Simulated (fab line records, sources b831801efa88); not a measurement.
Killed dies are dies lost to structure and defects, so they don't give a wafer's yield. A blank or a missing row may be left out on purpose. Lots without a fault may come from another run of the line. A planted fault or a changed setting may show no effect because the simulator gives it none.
Which tool did it? | flow sky130 | 14 lots, 42 wafers sampled, at 3 steps of a route of 708

WHAT THE GAUGES READ, wafer by wafer
SKY_VT_ADJUST_LVTN_TW_MEAS_10. Usual: VT_ADJUST_LVTN_TW 239.7, standard deviation 1.3.
lot  | measured     | on            | VT_ADJUST_LVTN_TW | flag
L541 | day 6 21:06  | film_metro-02 | 240.2 240.2 239.8 |
L542 | day 7 05:38  | film_metro-02 | 239.4 239.3 239.5 |
L543 | day 7 09:38  | film_metro-03 | 240.9 241.1 239.9 |
L545 | day 7 22:53  | film_metro-03 | 241.2 241.0 241.0 |
L547 | day 8 15:56  | film_metro-03 | 239.6 238.2 238.4 |
L550 | day 9 14:18  | film_metro-02 | 237.9 238.9 236.8 |
L551 | day 9 19:52  | film_metro-02 | 239.0 238.4 238.9 |
L552 | day 10 00:38 | film_metro-02 | 239.1 238.5 239.6 |
L553 | day 10 10:20 | film_metro-03 | 240.5 240.1 239.4 |
L554 | day 10 17:50 | film_metro-02 | 238.9 238.0 238.4 |
L555 | day 10 20:06 | film_metro-03 | 239.6 239.6 239.7 |
L561 | day 12 07:38 | film_metro-03 | 240.7 239.0 241.7 |
L563 | day 12 23:35 | film_metro-01 | 240.7 239.2 241.0 |
L564 | day 13 04:15 | film_metro-03 | 240.4 240.5 240.3 |

SKY_CONTACT_OVL_MEAS_15. Usual: CONTACT_OVL -1 nm, standard deviation 5.4.
lot  | measured     | on         | CONTACT_OVL (nm) | flag
L541 | day 31 12:01 | overlay-02 | 2 -1 -4          |
L542 | day 31 21:08 | overlay-02 | 7 1 4            |
L543 | day 32 04:10 | overlay-02 | -3 -3 3          |
L545 | day 33 12:08 | overlay-01 | -4 -5 0          |
L547 | day 34 04:25 | overlay-02 | -11 -15 -5       |
L550 | day 34 22:04 | overlay-02 | 0 5 -4           |
L553 | day 35 20:47 | overlay-01 | -3 1 3           |
L554 | day 36 04:46 | overlay-01 | 4 -5 -1          |
L555 | day 36 08:07 | overlay-01 | 0 4 3            |
L561 | day 37 22:22 | overlay-02 | -6 -2 -5         |
L563 | day 38 14:11 | overlay-01 | -6 0 6           |
L564 | day 38 16:41 | overlay-02 | 2 2 -3           |

WHICH TOOL RAN EACH LOT (tool, then ch and the chambers of the sampled wafers, then the start)
lot  | SKY_LOCAL_INTERCONNECT_EXPOSE_08
L541 | krf_scanner-02 ch 0, day 29 17:37
L542 | krf_scanner-02 ch 0, day 30 02:46
L543 | krf_scanner-01 ch 0, day 30 08:54
L545 | krf_scanner-01 ch 0, day 31 17:07
L547 | krf_scanner-02 ch 0, day 32 11:46
L550 | krf_scanner-01 ch 0, day 33 05:07
L551 | krf_scanner-02, day 33 09:28
L552 | krf_scanner-02, day 33 15:53
L553 | krf_scanner-02 ch 0, day 34 03:35
L554 | krf_scanner-02 ch 0, day 34 11:29
L555 | krf_scanner-01 ch 0, day 34 15:58
L561 | krf_scanner-02 ch 0, day 36 06:20
L563 | krf_scanner-02 ch 0, day 36 21:41
L564 | krf_scanner-02 ch 0, day 37 01:19
- SKY_LOCAL_INTERCONNECT_EXPOSE_08: exposes mask LI1M, target cd 170 nm.

WHAT THE TOOLS THEMSELVES READ (means of the sampled wafers that have a number; where no wafer has one, the mark that the record gives instead)
SKY_LOCAL_INTERCONNECT_EXPOSE_08. Usual: exposure_dose_mJ_cm2 27.962, standard deviation 0.025; focus_offset_nm -0.1 nm, standard deviation 0.47; stage_vel_mm_s 500.00 mm/s, standard deviation 0.26.
lot  | tool           | exposure_dose_mJ_cm2 | focus_offset_nm (nm) | stage_vel_mm_s (mm/s) | flag
L541 | krf_scanner-02 | 27.989               | 0.7                  | 499.64                |
L542 | krf_scanner-02 | 27.972               | -0.4                 | 499.84                |
L543 | krf_scanner-01 | 27.988               | -0.2                 | 499.90                |
L545 | krf_scanner-01 | 27.963               | -0.2                 | 500.03                |
L547 | krf_scanner-02 | 27.945               | 0.4                  | 499.68                |
L550 | krf_scanner-01 | 27.947               | 0.1                  | 500.02                |
L551 | krf_scanner-02 | -                    | -                    | -                     | OFF
L552 | krf_scanner-02 | -                    | -                    | -                     | OFF
L553 | krf_scanner-02 | 27.985               | 0.7                  | 499.84                |
L554 | krf_scanner-02 | 27.957               | -0.1                 | 499.91                |
L555 | krf_scanner-01 | 27.958               | 0.4                  | 499.95                |
L561 | krf_scanner-02 | 27.956               | -0.1                 | 500.24                |
L563 | krf_scanner-02 | 27.925               | -0.2                 | 499.98                |
L564 | krf_scanner-02 | 27.935               | 0.1                  | 499.96                |

THE ANSWER, worked out from the rows above alone
Rule: a lot is off if the mean of its wafers that have a number lies more than 3 standard deviations from the usual mean. A lot without any number at a reading at which 4 lots or more have one is off too. The other lots that the step has rows for count as sound. The gauges are gone through in route order, then the tools' own readings, and for those a lot's mean is taken as printed above. The first step at which some lot is off is used, and at that step the reading that is off furthest; a lot without a number counts as furthest.
Off: L551, L552, at SKY_LOCAL_INTERCONNECT_EXPOSE_08 (exposure_dose_mJ_cm2). Without a number there: L551, L552.
A tool fits if, at that step or a process step before it, it ran every lot that is off, and no sound lot after the first of them. None of those tried fits.

WHAT THE SIMULATOR HAD PUT IN
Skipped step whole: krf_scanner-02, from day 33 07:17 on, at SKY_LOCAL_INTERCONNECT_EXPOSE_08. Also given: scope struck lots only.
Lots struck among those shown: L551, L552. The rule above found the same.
